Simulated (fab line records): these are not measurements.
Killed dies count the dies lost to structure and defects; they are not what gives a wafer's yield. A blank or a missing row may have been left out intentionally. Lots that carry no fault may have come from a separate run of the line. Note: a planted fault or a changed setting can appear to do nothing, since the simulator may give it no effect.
A lot that was struck, set against a sound lot -- flow gf180mcu -- 15 out of 602 route steps
Sound: wafers L993.1, L993.2, L993.3. Wafers L984.1, L984.2, L984.5 were the ones struck. The cause comes at the end.
Order at every step that has rows: each side's tool, ch and its chambers, its first start. Under that, the readings that differ: sound wafers -- struck wafers -- difference of the means -- sigmas: that difference in standard deviations of wafers without a fault.
alike: words and numbers the same on both sides, and readings whose means are apart by under 2 such deviations; not compared: readings that were withheld, readings missing a value for some wafer, numbers with overlapping values and no deviation given by the record, and bounds like >300 which may hide the same value.
A row with sigmas, a row that says differs or no value, or rows on one side alone: a step with any of these is where the two part. Numbers that don't overlap but have no deviation are shown without sigmas and don't part them. A reading that every wafer of one side lacks parts them only if that side has two wafers or more.

GF_V2_BOW_MEAS_05:
  sound on film-metro-04, day 24 09:35; struck on film-metro-03, day 20 04:07
  alike: V2_BOW
then, 8 steps without rows for these wafers: GF_V2_DEHYDRATE_06 (time 60 s); GF_V2_HMDS_07 (prime time 60 s); GF_V2_COAT_08; GF_V2_COAT_09 (resist thk 1006 nm); GF_V2_SOFTBAKE_10 (time 60 s); GF_V2_EXPOSE_11 (exposes mask Via2, target cd 260 nm); GF_V2_PEB_12 (peb time 90 s); GF_V2_DEVELOP_13 (develop time 60 s).
GF_V2_CD_MEAS_14 targets a cd of 260 nm.
  sound on cd-sem-01, day 25 06:51; struck on cd-sem-02, day 21 04:15
reading,sound,struck,difference,sigmas
cd-nm (nm),259.7 260.1 259.3,262.5 262.4 263.4,+3.1,+2
GF_V2_OVL_MEAS_15:
  sound on overlay-01, day 25 06:58; struck on overlay-02, day 21 04:22
  alike: V2_OVL
GF_V2_ETCH_16: etches BARC in N2/H2.
  sound on rie-diel-04 ch 0,1,2, day 25 07:01; struck on rie-diel-04 ch 0,1,3, day 21 04:25
  alike: bias-w, chamber-pressure-mTorr, drypump-motor-current-A, oes-product-au, throttle-valve-pct
GF_V2_ETCH_17: etches SiO2 in C4F8/O2/Ar, stops on TiN, target depth 630 nm.
  sound on rie-diel-04 ch 0,1,2, day 25 07:00; struck on rie-diel-04 ch 0,1,3, day 21 04:00
  no value came back on the struck wafers for bias-w (W), chamber-pressure-mTorr (mTorr), oes-product-au (a.u.); on the sound wafers bias-w (W) reads 1197.0 1200.1 1196.9
GF_V2_STRIP_18: strips in O2/N2.
  sound on plasma-asher-02 ch 0,1, day 25 07:08; struck on plasma-asher-04 ch 0,1, day 21 04:32
reading,sound,struck,difference,sigmas
heater-power-w (W),407 409 411,320 311 327,-90,-2
oes-product-au (a.u.),0.600 0.592 0.590,0.668 0.665 0.668,+0.073,+15
  alike: drypump-motor-current-A
  not compared: rf-hours-counter-h
then, 1 step without rows for these wafers: GF_V2_STRIP_19 (strips in post etch residue remover, time 1200 s).

== WHERE THEY PART ==
At GF_V2_CD_MEAS_14 first; at GF_V2_STRIP_18 last (within this record only).

WHY: the cause the simulator had injected
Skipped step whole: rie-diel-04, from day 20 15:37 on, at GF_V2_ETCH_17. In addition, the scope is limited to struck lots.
